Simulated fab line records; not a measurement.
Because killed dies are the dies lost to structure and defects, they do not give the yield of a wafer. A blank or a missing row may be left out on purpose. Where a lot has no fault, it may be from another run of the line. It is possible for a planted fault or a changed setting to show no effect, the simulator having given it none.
Which tool is to blame? / flow sky130 / 33 wafers from 11 lots sampled at 5 of the route's 708 steps

## WHAT EACH GAUGE READ, for each wafer
SKY_NWELL_TW_MEAS_15. Usual: NWELL_TW typically reads 1812, with standard deviation 7.3.
lot=L534; measured=day 4 14:02; on=filmMetro-01; NWELL_TW=1805 1815 1817; flag=
lot=L535; measured=day 4 18:16; on=filmMetro-03; NWELL_TW=1805 1805 1803; flag=
lot=L538; measured=day 5 13:47; on=filmMetro-01; NWELL_TW=1824 1824 1817; flag=
lot=L539; measured=day 5 16:07; on=filmMetro-03; NWELL_TW=1805 1801 1821; flag=
lot=L543; measured=day 6 15:38; on=filmMetro-03; NWELL_TW=1805 1811 1809; flag=
lot=L547; measured=day 7 20:01; on=filmMetro-03; NWELL_TW=1799 1801 1795; flag=
lot=L548; measured=day 8 01:09; on=filmMetro-04; NWELL_TW=1807 1823 1815; flag=
lot=L549; measured=day 8 04:10; on=filmMetro-03; NWELL_TW=1777 1786 1778; flag=OFF
lot=L550; measured=day 8 11:06; on=filmMetro-03; NWELL_TW=1786 1775 1779; flag=OFF
lot=L556; measured=day 9 23:55; on=filmMetro-04; NWELL_TW=1803 1806 1802; flag=
lot=L557; measured=day 10 07:39; on=filmMetro-03; NWELL_TW=1818 1822 1822; flag=

SKY_NWELL_RS_MEAS_29: a four-point-probe measurement. Usual: NWELL_RS typically reads 624.9 ohm/sq, with standard deviation 1.7.
lot=L534; measured=day 5 07:44; on=filmMetro-01; NWELL_RS (ohm/sq)=625.3 622.5 622.3; flag=
lot=L535; measured=day 5 11:49; on=filmMetro-04; NWELL_RS (ohm/sq)=624.3 627.3 626.8; flag=
lot=L538; measured=day 6 07:56; on=filmMetro-04; NWELL_RS (ohm/sq)=625.8 624.0 626.5; flag=
lot=L539; measured=day 6 11:19; on=filmMetro-04; NWELL_RS (ohm/sq)=624.8 626.3 623.8; flag=
lot=L543; measured=day 7 11:12; on=filmMetro-04; NWELL_RS (ohm/sq)=624.9 626.0 626.9; flag=
lot=L547; measured=day 8 17:23; on=filmMetro-04; NWELL_RS (ohm/sq)=627.0 626.8 626.4; flag=
lot=L548; measured=day 8 22:36; on=filmMetro-03; NWELL_RS (ohm/sq)=627.0 626.0 625.9; flag=
lot=L549; measured=day 9 01:40; on=filmMetro-04; NWELL_RS (ohm/sq)=643.9 645.7 643.9; flag=OFF
lot=L550; measured=day 9 08:23; on=filmMetro-03; NWELL_RS (ohm/sq)=643.7 643.8 646.1; flag=OFF
lot=L556; measured=day 10 23:23; on=filmMetro-04; NWELL_RS (ohm/sq)=625.4 625.2 628.4; flag=
lot=L557; measured=day 11 07:10; on=filmMetro-01; NWELL_RS (ohm/sq)=625.6 626.2 626.6; flag=

SKY_POLY_GATE_OVL_MEAS_14. Usual: POLY_GATE_OVL typically reads 1 nm, with standard deviation 5.
lot=L534; measured=day 16 12:54; on=overlay-01; POLY_GATE_OVL (nm)=-7 7 -9; flag=
lot=L535; measured=day 17 00:29; on=overlay-02; POLY_GATE_OVL (nm)=9 -1 -1; flag=
lot=L538; measured=day 17 20:48; on=overlay-01; POLY_GATE_OVL (nm)=4 13 1; flag=
lot=L539; measured=day 18 00:44; on=overlay-01; POLY_GATE_OVL (nm)=0 1 -4; flag=
lot=L543; measured=day 19 10:36; on=overlay-02; POLY_GATE_OVL (nm)=-3 -7 -7; flag=
lot=L547; measured=day 21 05:58; on=overlay-02; POLY_GATE_OVL (nm)=-2 2 -3; flag=
lot=L548; measured=day 21 13:18; on=overlay-01; POLY_GATE_OVL (nm)=5 8 3; flag=
lot=L549; measured=day 21 18:56; on=overlay-02; POLY_GATE_OVL (nm)=10 12 2; flag=
lot=L550; measured=day 22 03:47; on=overlay-01; POLY_GATE_OVL (nm)=9 10 12; flag=
lot=L556; measured=day 24 10:00; on=overlay-02; POLY_GATE_OVL (nm)=12 9 6; flag=
lot=L557; measured=day 24 16:41; on=overlay-01; POLY_GATE_OVL (nm)=0 2 3; flag=

## EACH LOT AND THE TOOL THAT RAN IT (in order: tool; ch and the chambers of the sampled wafers; start)
lot=L534; SKY_NWELL_IMPLANT_11=implanter-04 ch 0, day 4 13:31; SKY_SONOS_ONO_ETCH_15=rieDiel-03 ch 0,1,3, day 12 14:00
lot=L535; SKY_NWELL_IMPLANT_11=implanter-03 ch 0, day 4 17:43; SKY_SONOS_ONO_ETCH_15=rieDiel-01 ch 1,2,3, day 13 00:26
lot=L538; SKY_NWELL_IMPLANT_11=implanter-03 ch 0, day 5 13:16; SKY_SONOS_ONO_ETCH_15=rieDiel-03 ch 1,2,3, day 13 22:35
lot=L539; SKY_NWELL_IMPLANT_11=implanter-04 ch 0, day 5 15:34; SKY_SONOS_ONO_ETCH_15=rieDiel-03 ch 1,2, day 14 04:22
lot=L543; SKY_NWELL_IMPLANT_11=implanter-02 ch 0, day 6 15:05; SKY_SONOS_ONO_ETCH_15=rieDiel-01 ch 0,1,2, day 15 12:13
lot=L547; SKY_NWELL_IMPLANT_11=implanter-02 ch 0, day 7 19:30; SKY_SONOS_ONO_ETCH_15=rieDiel-01 ch 0,2,3, day 17 05:05
lot=L548; SKY_NWELL_IMPLANT_11=implanter-04 ch 0, day 8 00:36; SKY_SONOS_ONO_ETCH_15=rieDiel-03 ch 0,2,3, day 17 09:58
lot=L549; SKY_NWELL_IMPLANT_11=implanter-02 ch 0, day 8 03:37; SKY_SONOS_ONO_ETCH_15=rieDiel-02 ch 0,1, day 17 15:13
lot=L550; SKY_NWELL_IMPLANT_11=implanter-02 ch 0, day 8 10:33; SKY_SONOS_ONO_ETCH_15=rieDiel-02 ch 1,2,3, day 18 00:21
lot=L556; SKY_NWELL_IMPLANT_11=implanter-04 ch 0, day 9 23:22; SKY_SONOS_ONO_ETCH_15=rieDiel-02 ch 0,1,2, day 20 06:56
lot=L557; SKY_NWELL_IMPLANT_11=implanter-04 ch 0, day 10 07:06; SKY_SONOS_ONO_ETCH_15=rieDiel-03 ch 2,3, day 20 14:45
- SKY_NWELL_IMPLANT_11
- SKY_SONOS_ONO_ETCH_15: etches the open film in CHF3/O2, target depth 19.52 nm, time 7.8 s.

## AS READ BY THE TOOLS THEMSELVES (means over the sampled wafers that have a number; for cases with no such wafer, the mark the record gives instead)
SKY_NWELL_IMPLANT_11. Usual: doseIonsCm2 1.8999e+13, standard deviation 2.1e+10; faradayCurrentUA 106.7, standard deviation 1.8.
lot=L534 tool=implanter-04 doseIonsCm2=1.9028e+13 faradayCurrentUA=106.0 flag=
lot=L535 tool=implanter-03 doseIonsCm2=1.8987e+13 faradayCurrentUA=107.8 flag=
lot=L538 tool=implanter-03 doseIonsCm2=1.8980e+13 faradayCurrentUA=108.9 flag=
lot=L539 tool=implanter-04 doseIonsCm2=1.8990e+13 faradayCurrentUA=106.2 flag=
lot=L543 tool=implanter-02 doseIonsCm2=1.8983e+13 faradayCurrentUA=105.2 flag=
lot=L547 tool=implanter-02 doseIonsCm2=1.9027e+13 faradayCurrentUA=106.4 flag=
lot=L548 tool=implanter-04 doseIonsCm2=1.9015e+13 faradayCurrentUA=106.6 flag=
lot=L549 tool=implanter-02 doseIonsCm2=1.7976e+13 faradayCurrentUA=102.5 flag=OFF
lot=L550 tool=implanter-02 doseIonsCm2=1.7975e+13 faradayCurrentUA=101.8 flag=OFF
lot=L556 tool=implanter-04 doseIonsCm2=1.9018e+13 faradayCurrentUA=106.2 flag=
lot=L557 tool=implanter-04 doseIonsCm2=1.9000e+13 faradayCurrentUA=105.8 flag=

SKY_SONOS_ONO_ETCH_15. Usual: chf3FlowSccm 49.99 sccm, standard deviation 0.14; drypumpMotorCurrentA 5.5 A, standard deviation 0.57; oesProductAu 1.001 a.u., standard deviation 0.0086; throttleValvePct 8.825 %, standard deviation 0.0093.
lot=L534; tool=rieDiel-03; chf3FlowSccm (sccm)=50.00; drypumpMotorCurrentA (A)=5.1; oesProductAu (a.u.)=1.001; throttleValvePct (%)=8.823; flag=
lot=L535; tool=rieDiel-01; chf3FlowSccm (sccm)=49.99; drypumpMotorCurrentA (A)=5.2; oesProductAu (a.u.)=1.004; throttleValvePct (%)=8.823; flag=
lot=L538; tool=rieDiel-03; chf3FlowSccm (sccm)=49.90; drypumpMotorCurrentA (A)=5.7; oesProductAu (a.u.)=1.007; throttleValvePct (%)=8.833; flag=
lot=L539; tool=rieDiel-03; chf3FlowSccm (sccm)=50.00; drypumpMotorCurrentA (A)=6.3; oesProductAu (a.u.)=1.003; throttleValvePct (%)=8.826; flag=
lot=L543; tool=rieDiel-01; chf3FlowSccm (sccm)=50.11; drypumpMotorCurrentA (A)=5.5; oesProductAu (a.u.)=1.005; throttleValvePct (%)=8.817; flag=
lot=L547; tool=rieDiel-01; chf3FlowSccm (sccm)=50.00; drypumpMotorCurrentA (A)=5.3; oesProductAu (a.u.)=1.007; throttleValvePct (%)=8.824; flag=
lot=L548; tool=rieDiel-03; chf3FlowSccm (sccm)=50.16; drypumpMotorCurrentA (A)=5.5; oesProductAu (a.u.)=0.994; throttleValvePct (%)=8.825; flag=
lot=L549; tool=rieDiel-02; chf3FlowSccm (sccm)=49.91; drypumpMotorCurrentA (A)=5.5; oesProductAu (a.u.)=0.997; throttleValvePct (%)=8.825; flag=
lot=L550; tool=rieDiel-02; chf3FlowSccm (sccm)=50.08; drypumpMotorCurrentA (A)=5.6; oesProductAu (a.u.)=0.992; throttleValvePct (%)=8.824; flag=
lot=L556; tool=rieDiel-02; chf3FlowSccm (sccm)=49.92; drypumpMotorCurrentA (A)=5.6; oesProductAu (a.u.)=1.001; throttleValvePct (%)=8.820; flag=
lot=L557; tool=rieDiel-03; chf3FlowSccm (sccm)=49.94; drypumpMotorCurrentA (A)=6.1; oesProductAu (a.u.)=1.004; throttleValvePct (%)=8.827; flag=

## THE ANSWER, worked out from the rows above alone
Rule: lot off if the mean of its wafers having a number is beyond 3 standard deviations from the usual mean. Also off: a lot with no number at a reading for which 4 or more lots have one. Where the step has rows for the other lots, those lots are counted as sound. The gauges are gone through in route order, then the tools' own readings, and for those a lot's mean is taken as printed above. At the first step where some lot is off, the reading lying furthest off is the one used; lots without a number count as furthest.
Off: L549, L550, seen at SKY_NWELL_TW_MEAS_15 (NWELL_TW).
If a tool, at a process step before that reading, ran all the lots that are off and no sound lot after the first of them, it fits. Not tried: the gauges at SKY_NWELL_TW_MEAS_15; whatever is off there is also off at SKY_NWELL_IMPLANT_11, on other tools, and gauge error can't account for it. One fits: implanter-02 at SKY_NWELL_IMPLANT_11. A fault onset in the window from L547 (day 7 19:30, its last sound lot) to L549 (day 8 03:37, its first lot off) fits.
On the lots that are off, the tool's own readings at SKY_NWELL_IMPLANT_11 differ by more than 5 times the standard deviation of the sound lots' means, which bears it out; doseIonsCm2 reads 1.7976e+13 there versus 1.9003e+13 on the sound lots.

## WHAT THE SIMULATOR HAD PUT IN
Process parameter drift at SKY_NWELL_IMPLANT_11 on implanter-02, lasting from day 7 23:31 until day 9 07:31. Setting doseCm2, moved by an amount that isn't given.
Shown lots that were struck: L549, L550. The same result came from the rule above.
